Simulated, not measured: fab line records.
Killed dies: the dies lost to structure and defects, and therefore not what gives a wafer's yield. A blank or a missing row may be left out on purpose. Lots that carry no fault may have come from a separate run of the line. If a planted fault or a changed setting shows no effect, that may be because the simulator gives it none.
Chamber matching	flow gf180mcu	cmp-02 running GF_V3_CMP_04: 4 sister chambers
The step polishes SiO2. 14 wafers are shown with their chamber, then 7 later ones without.

== WAFERS PAIRED WITH THEIR CHAMBERS ==
wafer	chamber	time-to-endpoint-s (s)	motor-current-A (A)
L610.2	2	72	11.4
L610.5	3	83	11.4
L610.6	0	83	12.1
L614.2	1	76	11.7
L614.3	2	74	11.8
L614.4	0	87	11.9
L616.1	2	71	11.0
L616.4	3	75	11.6
L616.5	0	81	11.1
L618.1	1	75	10.9
L618.4	3	76	12.0
L618.5	0	81	11.5
L622.3	2	72	11.2
L622.5	1	78	11.5

SIGNATURES (means of the wafers above)
reading	chamber 0	chamber 1	chamber 2	chamber 3	scatter within a chamber
time-to-endpoint-s	83.00	76.33	72.25	78.00	2.67
motor-current-A	11.650	11.367	11.350	11.667	0.384
Rule: a wafer's distance from a chamber is the root of the sum, over the readings, of the square of ((its reading less the chamber's mean) divided by the reading's scatter). If the next closest chamber is less than 2 further off than the closest, the wafer can't be placed; otherwise it belongs to the closest. The scatter is the square root of a quotient: the sum, over the shown wafers, of each reading's squared deviation from its chamber's mean, divided by wafers minus chambers.

== WAFERS MISSING THEIR CHAMBER ==
wafer	time-to-endpoint-s (s)	motor-current-A (A)
L622.6	82	11.7
L627.1	82	12.2
L627.4	89	12.1
L627.6	83	12.2
L629.2	91	11.2
L629.3	86	11.8
L629.4	91	12.0

== EACH ONE'S CHAMBER ==
wafer	from the rows above	in truth
L622.6	can't be placed: 0 or 3 or 1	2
L627.1	can't be placed: 0 or 3 or 1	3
L627.4	can't be placed: 0 or 3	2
L627.6	can't be placed: 0 or 3 or 1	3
L629.2	can't be placed: 0 or 3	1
L629.3	can't be placed: 0 or 3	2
L629.4	can't be placed: 0 or 3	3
Placed correctly: 0 of 7. These rows do not allow placing 7 (true chamber among the candidates in 3). 0 placed wrongly.
